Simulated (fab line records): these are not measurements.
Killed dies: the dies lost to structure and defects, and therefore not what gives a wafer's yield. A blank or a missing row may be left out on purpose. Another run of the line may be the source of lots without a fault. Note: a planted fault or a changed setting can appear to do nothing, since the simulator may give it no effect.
fab line records	flow sky130
record: lots: 10	wafers: 30	lastDay: 50
route steps=708 shown METAL2@485 VIA2@508 METAL5@663 PAD_OPEN@708
lots with no fault: from the same line, run without faults
startH: hours from the record's opening day to when the first of the lot's shown wafers began	waitH: hours from the lot's prior step to this one	" the same as in the row above	L1.1+2: a row that stands for several wafers	- no value, or no start given	* or withheld: withheld	< > ~ a bound
route shown NAME@n: NAME is a module with steps in the file, n the number in the route of the first one	usual: the fault-free wafers' mean and standard deviation	same: alike in all rows	chamber/n: place in a boat	sites: readings site by site	_std_site: standard deviation across them	_edge_site: the outer-site mean with the inner-site mean subtracted	radiusMm: for every site, how far away it sits from the centre of the wafer	mask NAME#n: copy n	behind: tool/chamber where the wafer was last shaped	hold: reason for holding the lot/hours on hold/outcome of the hold	device: the n, p or np transistor that did not switch	end of line: tests run on the same wafers once the route is complete	for a step that has no rows: nothing shown but its recipe	killed: dies that structure and defects cost at the first sort, which is not the same as the wafer's yield	map: per-die view of a wafer (x killed, . not killed, _ where there is no die)
set.NAME: setting as actually run; set.NAME@STEP: the setting as run at that earlier step	model.NAME: the simulator's own value behind a step, which no gauge read
route steps across a sampled set of lots; one table per step, one row per wafer
services: from which hour (startH, from the record's first day; less than 0 if before it) a tool's chamber was out of use, for how many hours, and why
== steps ==
step: SKY_METAL2_SPUTTER_02
recipe: material: AlCu	targetThkNm: 250	powerW: 10600	timeS: 13.3	chamberPressurePa: 0.4
usual: throttleValvePct: 29.6/0.72
lot.wafer	tool	chamber	startH	waitH	throttleValvePct
L842.1	pvdSputter-01	-	794.13	0.0	29.1
L842.2	"	-	"	"	28.5
L842.3	"	-	"	"	30.8
L846.1	pvdSputter-01	-	834.13	0.0	30.1
L846.3	"	-	"	"	28.5
L846.6	"	-	"	"	29.9
L847.3	pvdSputter-01	-	840.74	0.0	31.0
L847.4	"	-	"	"	30.2
L847.6	"	-	"	"	31.0
L849.2	pvdSputter-03	-	846.78	0.0	29.5
L849.3	"	-	"	"	29.3
L849.5	"	-	"	"	29.6
L852.2	pvdSputter-03	-	863.60	0.0	29.5
L852.3	"	-	"	"	30.0
L852.5	"	-	"	"	29.4
L858.1	pvdSputter-03	-	914.19	0.0	29.4
L858.2	"	-	"	"	29.4
L858.5	"	-	"	"	29.4
L859.3	pvdSputter-03	-	915.19	0.0	29.7
L859.5	"	-	"	"	29.8
L859.6	"	-	"	"	30.3
L861.3	pvdSputter-03	-	935.80	0.0	29.3
L861.4	"	-	"	"	29.5
L861.5	"	-	"	"	29.5
L864.1	pvdSputter-01	-	951.99	0.0	28.6
L864.4	"	-	"	"	30.7
L864.6	"	-	"	"	28.4
L865.1	pvdSputter-03	-	959.48	0.0	29.0
L865.3	"	-	"	"	29.9
L865.6	"	-	"	"	29.3
step: SKY_VIA2_THK_MEAS_01
recipe: reads: SiO2_of_VIA2_HDPCVD_00
usual: VIA2_HDPCVD_THK: 1170/16
lot.wafer	tool	chamber	startH	waitH	VIA2_HDPCVD_THK[nm]
L842.1	filmMetro-02	-	821.91	0.1	1164
L842.2	"	-	"	"	1186
L842.3	"	-	"	"	1166
L846.1	filmMetro-03	-	861.53	0.1	1199
L846.3	"	-	"	"	1201
L846.6	"	-	"	"	1180
L847.3	filmMetro-03	-	867.51	0.1	1170
L847.4	"	-	"	"	1155
L847.6	"	-	"	"	1181
L849.2	filmMetro-02	-	874.10	0.1	1159
L849.3	"	-	"	"	1139
L849.5	"	-	"	"	1178
L852.2	filmMetro-02	-	890.95	0.1	1142
L852.3	"	-	"	"	1190
L852.5	"	-	"	"	1134
L858.1	filmMetro-01	-	939.58	0.1	1194
L858.2	"	-	"	"	1172
L858.5	"	-	"	"	1155
L859.3	filmMetro-01	-	941.50	0.1	1185
L859.5	"	-	"	"	1158
L859.6	"	-	"	"	1171
L861.3	filmMetro-03	-	961.11	0.1	1141
L861.4	"	-	"	"	1178
L861.5	"	-	"	"	1170
L864.1	filmMetro-03	-	976.99	0.1	1171
L864.4	"	-	"	"	1166
L864.6	"	-	"	"	1182
L865.1	filmMetro-01	-	984.58	0.1	1174
L865.3	"	-	"	"	1193
L865.6	"	-	"	"	1170
step: SKY_VIA2_CD_MEAS_12
recipe: targetCdNm: 200
usual: cdNm: 199.8/1.5
lot.wafer	tool	chamber	startH	waitH	cdNm
L842.1	cdSem-01	-	848.73	-	198.3
L842.2	"	-	"	"	198.4
L842.3	"	-	"	"	198.5
L846.1	cdSem-02	-	887.34	-	199.3
L846.3	"	-	"	"	197.6
L846.6	"	-	"	"	197.8
L847.3	cdSem-02	-	893.22	-	201.1
L847.4	"	-	"	"	201.3
L847.6	"	-	"	"	200.3
L849.2	cdSem-02	-	899.96	-	201.4
L849.3	"	-	"	"	200.7
L849.5	"	-	"	"	201.6
L852.2	cdSem-02	-	917.13	-	199.0
L852.3	"	-	"	"	198.4
L852.5	"	-	"	"	197.9
L858.1	cdSem-02	-	962.98	-	200.0
L858.2	"	-	"	"	200.4
L858.5	"	-	"	"	201.7
L859.3	cdSem-01	-	965.57	-	199.1
L859.5	"	-	"	"	198.3
L859.6	"	-	"	"	197.7
L861.3	cdSem-02	-	985.37	-	200.4
L861.4	"	-	"	"	199.4
L861.5	"	-	"	"	199.7
L864.1	cdSem-01	-	1000.69	-	198.2
L864.4	"	-	"	"	198.9
L864.6	"	-	"	"	198.1
L865.1	cdSem-01	-	1007.66	-	200.4
L865.3	"	-	"	"	200.0
L865.6	"	-	"	"	198.7
step: SKY_METAL5_SPUTTER_02
recipe: material: AlCu	targetThkNm: 1150	powerW: 10600	timeS: 61.2	chamberPressurePa: 0.4
usual: throttleValvePct: 29.6/0.66
lot.wafer	tool	chamber	startH	waitH	throttleValvePct
L842.1	pvdSputter-01	-	1006.74	0.0	29.6
L842.2	"	-	"	"	28.6
L842.3	"	-	"	"	30.9
L846.1	pvdSputter-03	-	1040.51	0.0	30.1
L846.3	"	-	"	"	29.7
L846.6	"	-	"	"	29.6
L847.3	pvdSputter-03	-	1045.62	0.0	30.0
L847.4	"	-	"	"	29.6
L847.6	"	-	"	"	30.1
L849.2	pvdSputter-03	-	1050.85	0.0	30.2
L849.3	"	-	"	"	29.6
L849.5	"	-	"	"	29.6
L852.2	pvdSputter-03	-	1066.04	0.0	30.1
L852.3	"	-	"	"	30.1
L852.5	"	-	"	"	29.3
L858.1	pvdSputter-02	-	1104.25	0.0	28.7
L858.2	"	-	"	"	29.5
L858.5	"	-	"	"	29.2
L859.3	pvdSputter-02	-	1108.70	0.0	29.4
L859.5	"	-	"	"	28.8
L859.6	"	-	"	"	28.8
L861.3	pvdSputter-01	-	1123.54	0.0	28.9
L861.4	"	-	"	"	29.1
L861.5	"	-	"	"	30.0
L864.1	pvdSputter-03	-	1138.03	0.0	30.1
L864.4	"	-	"	"	30.1
L864.6	"	-	"	"	29.3
L865.1	pvdSputter-03	-	1143.07	0.0	29.4
L865.3	"	-	"	"	29.5
L865.6	"	-	"	"	30.2
step: SKY_METAL5_RS_MEAS_05
recipe: thkMeasGauge: four-point-probe	reads: TiN_of_METAL5_SPUTTER_04+Ti_of_METAL5_SPUTTER_03+AlCu_of_METAL5_SPUTTER_02+TiN_of_METAL5_SPUTTER_01+Ti_of_METAL5_SPUTTER_00
usual: METAL5_ALCU_RS: 0.0272/0.00041
lot.wafer	tool	chamber	startH	waitH	METAL5_ALCU_RS[ohm/sq]
L842.1	filmMetro-01	-	1006.86	0.0	0.0275
L842.2	"	-	"	"	0.0275
L842.3	"	-	"	"	0.0277
L846.1	filmMetro-02	-	1040.63	0.0	0.0278
L846.3	"	-	"	"	0.0277
L846.6	"	-	"	"	0.0271
L847.3	filmMetro-01	-	1045.78	0.1	0.0274
L847.4	"	-	"	"	0.0266
L847.6	"	-	"	"	0.0273
L849.2	filmMetro-01	-	1050.98	0.0	0.0267
L849.3	"	-	"	"	0.0275
L849.5	"	-	"	"	0.0391
L852.2	filmMetro-04	-	1066.18	0.0	0.0278
L852.3	"	-	"	"	0.0269
L852.5	"	-	"	"	0.0416
L858.1	filmMetro-02	-	1104.37	0.0	0.0275
L858.2	"	-	"	"	0.0269
L858.5	"	-	"	"	0.0268
L859.3	filmMetro-02	-	1108.86	0.1	0.0268
L859.5	"	-	"	"	0.0271
L859.6	"	-	"	"	0.0264
L861.3	filmMetro-01	-	1123.70	0.1	0.0267
L861.4	"	-	"	"	0.0271
L861.5	"	-	"	"	0.0273
L864.1	filmMetro-04	-	1138.15	0.0	0.0269
L864.4	"	-	"	"	0.0269
L864.6	"	-	"	"	0.0272
L865.1	filmMetro-01	-	1143.19	0.0	0.0272
L865.3	"	-	"	"	0.0278
L865.6	"	-	"	"	0.0272
step: SKY_METAL5_THK_MEAS_06
recipe: thkMeasGauge: xrf	reads: AlCu_of_METAL5_SPUTTER_02
usual: METAL5_ALCU_THK: 1145/18
lot.wafer	tool	chamber	startH	waitH	METAL5_ALCU_THK[nm]
L842.1	filmMetro-01	-	1006.98	0.1	1141
L842.2	"	-	"	"	1133
L842.3	"	-	"	"	1132
L846.1	filmMetro-02	-	1040.75	0.1	1107
L846.3	"	-	"	"	1115
L846.6	"	-	"	"	1140
L847.3	filmMetro-01	-	1045.88	0.1	1143
L847.4	"	-	"	"	1182
L847.6	"	-	"	"	1149
L849.2	filmMetro-01	-	1051.09	0.1	1172
L849.3	"	-	"	"	1139
L849.5	"	-	"	"	801
L852.2	filmMetro-04	-	1066.29	0.1	1116
L852.3	"	-	"	"	1149
L852.5	"	-	"	"	751
L858.1	filmMetro-02	-	1104.49	0.1	1129
L858.2	"	-	"	"	1164
L858.5	"	-	"	"	1163
L859.3	filmMetro-02	-	1108.96	0.1	1160
L859.5	"	-	"	"	1147
L859.6	"	-	"	"	1168
L861.3	filmMetro-01	-	1123.80	0.1	1170
L861.4	"	-	"	"	1154
L861.5	"	-	"	"	1146
L864.1	filmMetro-04	-	1138.27	0.1	1159
L864.4	"	-	"	"	1160
L864.6	"	-	"	"	1150
L865.1	filmMetro-01	-	1143.31	0.1	1149
L865.3	"	-	"	"	1126
L865.6	"	-	"	"	1139
step: SKY_METAL5_METAL_ETCH_15
recipe: targetDepthA: 12600	stopOn: SiO2	overEtchFrac: 0.2	timeS: 252	chemistry: Cl2/BCl3	resistSidewallDeg: 86	pressureMtorr: 10	icpW: 900	biasW: 48.5	Cl2_flow_sccm: 60	bcl3FlowSccm: 30
usual: drypumpMotorCurrentA: 5.7/0.47	oesProductAu: 0.894/0.0051	throttleValvePct: 22.264/0.0095
lot.wafer	tool	chamber	startH	waitH	drypumpMotorCurrentA	oesProductAu	rfHoursCounterH	throttleValvePct
L842.1	rieMetal-04	1	1029.32	0.0	5.4	0.891	7	22.255
L842.2	"	0	"	"	5.5	0.900	9	22.277
L842.3	"	1	"	"	5.5	0.887	-	22.261
L846.1	rieMetal-04	1	1061.87	0.0	5.4	0.891	9	22.267
L846.3	"	1	"	"	5.5	0.901	-	22.270
L846.6	"	1	"	"	5.5	0.894	-	22.273
L847.3	rieMetal-04	0	1067.64	0.1	5.5	0.898	-	22.249
L847.4	"	1	"	"	5.5	0.892	-	22.278
L847.6	"	0	"	"	5.5	0.899	-	22.260
L849.2	rieMetal-04	1	1072.52	0.0	5.4	0.900	10	22.242
L849.3	"	0	"	"	5.5	0.905	-	22.256
L849.5	"	0	"	"	5.5	0.759	-	22.273
L852.2	rieMetal-04	0	1086.76	0.0	5.5	0.885	14	22.261
L852.3	"	0	"	"	5.5	0.904	-	22.254
L852.5	"	0	"	"	5.5	0.739	-	22.270
L858.1	rieMetal-03	0	1124.56	0.0	6.5	0.893	17	22.256
L858.2	"	1	"	"	6.0	0.887	22	22.281
L858.5	"	0	"	"	6.5	0.891	-	22.237
L859.3	rieMetal-03	0	1128.49	0.1	6.5	0.888	-	22.254
L859.5	"	0	"	"	6.5	0.894	-	22.252
L859.6	"	1	"	"	6.0	0.893	-	22.270
L861.3	rieMetal-01	1	1142.14	0.1	5.0	0.900	-	22.275
L861.4	"	0	"	"	6.2	0.892	-	22.255
L861.5	"	1	"	"	5.1	0.887	-	22.257
L864.1	rieMetal-01	1	1156.06	0.0	5.0	0.888	28	22.276
L864.4	"	0	"	"	6.2	0.894	-	22.264
L864.6	"	1	"	"	5.0	0.902	-	22.274
L865.1	rieMetal-04	1	1160.71	0.0	5.5	0.890	17	22.264
L865.3	"	0	"	"	5.5	0.886	-	22.254
L865.6	"	1	"	"	5.5	0.895	-	22.261
step: SKY_PAD_OPEN_PROBE_99
usual: defectLimitedYield: 82.5/1.7	killed_at_M0_to_M3: 42/6.1	killed_at_M4_up: 3.1/1.7	killedAtContacts: 24/5.5	killedAtFrontEnd: 16/4.1	killedAtOther: 0.3/0.57	killedDies: 86/8.2	killedOpen: 47/6.8	killedShort: 38/5.8	sort_bin_3_pad_short: 0.8/0.42	sort_bin_5_function: 10.2/1.3	sort_bin_6_memory: 6.4/1	sortNPass: 406/8.2	sortYieldPct: 82.5/1.7
same: grossDies: 492	killedAtBackSide: 0	sort_bin_4_leakage[%]: 0	sort_bin_8_speed[%]: 0
lot.wafer	tool	chamber	startH	waitH	defectLimitedYield[%]	killed_at_M0_to_M3	killed_at_M4_up	killedAtContacts	killedAtFrontEnd	killedAtOther	killedDies	killedOpen	killedShort	sort_bin_3_pad_short[%]	sort_bin_5_function[%]	sort_bin_6_memory[%]	sortNPass	sortYieldPct[%]
L852.2	prober-02	-	1129.74	0.1	82.7	43	3	20	19	0	85	53	32	0.8	8.9	7.5	407	82.7
L852.3	prober-02	-	1129.79	0.2	82.1	45	2	27	13	1	88	46	42	0.4	11.8	5.7	404	82.1
L852.5	prober-02	-	1129.89	0.2	82.7	41	3	28	13	0	85	48	37	0.6	11.6	5.1	407	82.7
L858.1	prober-02	-	1164.83	0.1	82.7	39	2	25	19	0	85	50	35	1.2	11.4	4.7	407	82.7
L858.2	prober-02	-	1164.88	0.1	81.3	47	5	21	19	0	92	55	37	1.2	10.8	6.7	400	81.3
L858.5	prober-02	-	1165.03	0.2	82.5	48	5	17	16	0	86	41	44	0.8	10.6	6.1	406	82.5
L864.1	prober-02	-	1192.64	0.1	82.7	47	3	25	9	1	85	49	36	1.0	10.4	5.9	407	82.7
L864.4	prober-02	-	1192.79	0.2	81.7	46	1	24	17	2	90	47	42	0.8	11.0	6.5	402	81.7
L864.6	prober-02	-	1192.89	0.2	83.1	32	5	29	17	0	83	43	40	0.6	8.5	7.7	409	83.1
killed by level:class
L852.2 VIA1:geometricParticle:open=14 LI_CONTACT:geometricParticle:open=10 VIA3:geometricParticle:open=8 VIA2:geometricParticle:short=7 POLY_GATE:geometricParticle:open=6 VIA2:geometricParticle:open=5 FIELD_ISO:geometricParticle:short=4 POLY_GATE:geometricParticle:short=3
L852.3 CONTACT:geometricParticle:open=11 VIA3:geometricParticle:open=9 VIA1:geometricParticle:open=8 VIA2:geometricParticle:open=8 METAL2:geometricParticle:short=7 POLY_GATE:geometricParticle:short=6 LOCAL_INTERCONNECT:geometricParticle:short=5 POLY_GATE:geometricParticle:open=4
L852.5 LI_CONTACT:geometricParticle:open=10 VIA1:geometricParticle:open=9 CONTACT:geometricParticle:open=7 METAL1:geometricParticle:short=6 METAL2:geometricParticle:short=5 POLY_GATE:geometricParticle:open=4 CONTACT:geometricParticle:short=4 VIA2:geometricParticle:open=4
L858.1 VIA1:geometricParticle:open=12 CONTACT:geometricParticle:open=8 VIA3:geometricParticle:open=8 LI_CONTACT:geometricParticle:open=7 POLY_GATE:geometricParticle:short=6 CONTACT:geometricParticle:short=6 VIA1:geometricParticle:short=6 FIELD_ISO:geometricParticle:open=5
L858.2 VIA1:geometricParticle:open=16 VIA2:geometricParticle:open=11 LI_CONTACT:geometricParticle:open=7 FIELD_ISO:geometricParticle:open=5 FIELD_ISO:geometricParticle:short=4 POLY_GATE:geometricParticle:short=4 CONTACT:geometricParticle:short=4 METAL2:geometricParticle:short=4
L858.5 VIA1:geometricParticle:open=14 CONTACT:geometricParticle:open=7 METAL1:geometricParticle:short=7 VIA2:geometricParticle:open=6 CONTACT:geometricParticle:short=5 VIA2:geometricParticle:short=5 VIA1:geometricParticle:short=5 FIELD_ISO:geometricParticle:short=4
L864.1 VIA1:geometricParticle:open=15 CONTACT:geometricParticle:open=8 METAL1:geometricParticle:short=7 VIA2:geometricParticle:open=7 VIA3:geometricParticle:open=6 LOCAL_INTERCONNECT:geometricParticle:short=6 LI_CONTACT:geometricParticle:open=4 LI_CONTACT:geometricParticle:short=4
L864.4 VIA1:geometricParticle:open=15 LI_CONTACT:geometricParticle:open=7 METAL1:geometricParticle:short=6 METAL2:geometricParticle:short=6 LOCAL_INTERCONNECT:geometricParticle:short=5 CONTACT:geometricParticle:open=5 VIA1:geometricParticle:short=5 FIELD_ISO:geometricParticle:short=4
L864.6 VIA1:geometricParticle:open=11 CONTACT:geometricParticle:open=8 METAL1:geometricParticle:short=8 LI_CONTACT:geometricParticle:open=6 CONTACT:geometricParticle:short=5 LOCAL_INTERCONNECT:geometricParticle:short=5 FIELD_ISO:geometricParticle:open=4 FIELD_ISO:geometricParticle:short=4
== services ==
tool	chamber	startH	hours	kind
pvdSputter-03	-	771.79	1.0	repair
pvdSputter-02	-	781.91	27.5	repair
rieMetal-03	-	838.19	2.5	repair
pvdSputter-01	-	840.88	25.9	repair
pvdSputter-02	-	844.04	1.2	repair
pvdSputter-02	-	845.29	1.3	repair
pvdSputter-02	-	845.80	3.6	repair
rieMetal-01	-	854.96	2.8	pm
pvdSputter-02	-	887.66	3.5	repair
pvdSputter-03	1	910.93	-	consumableReplace:kit
pvdSputter-03	1	910.93	18.0	scheduledDown
pvdSputter-03	1	910.93	18.0	ventCycle
pvdSputter-03	-	912.59	0.9	repair
pvdSputter-03	-	920.81	3.0	repair
pvdSputter-01	-	962.25	1.6	repair
pvdSputter-02	-	975.97	0.8	repair
pvdSputter-01	-	979.80	2.3	repair
pvdSputter-03	-	981.53	1.4	repair
pvdSputter-03	0	1011.42	-	consumableReplace:kit
rieMetal-03	-	1021.09	1.5	repair
pvdSputter-01	-	1095.58	3.6	repair
pvdSputter-02	-	1123.17	2.2	repair
pvdSputter-01	-	1145.25	1.0	repair
rieMetal-03	1	1155.43	8.8	repair
== key ==
firstSign: step: SKY_METAL5_RS_MEAS_05	reading: METAL5_ALCU_RS	direction: up	sigmas: 32	usual: 0.0272	struck: 0.0404
effect: step: SKY_METAL5_THK_MEAS_06	reading: METAL5_ALCU_THK	direction: down	sigmas: 20	usual: 1145	struck: 776
effect: step: SKY_METAL5_METAL_ETCH_15	reading: oesProductAu	direction: down	sigmas: 28	usual: 0.894	struck: 0.749
metAt SKY_METAL5_SPUTTER_02
struckLots L849,L852
struckWafers L849.5,L852.5
notActingAt SKY_METAL2_SPUTTER_02,SKY_VIA2_THK_MEAS_01,SKY_VIA2_CD_MEAS_12
onsetBetween 1045.62 1050.85
fault: kind: processParameterDrift	tool: pvdSputter-03	chamber: -	onsetH: 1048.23	steps: SKY_METAL5_SPUTTER_02	channel: targetThkNm	offset: -376.39	shape: step	endH: 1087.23	scope: struckWafersOnly	actsIn: theseRecipesOnly	stated: 1150
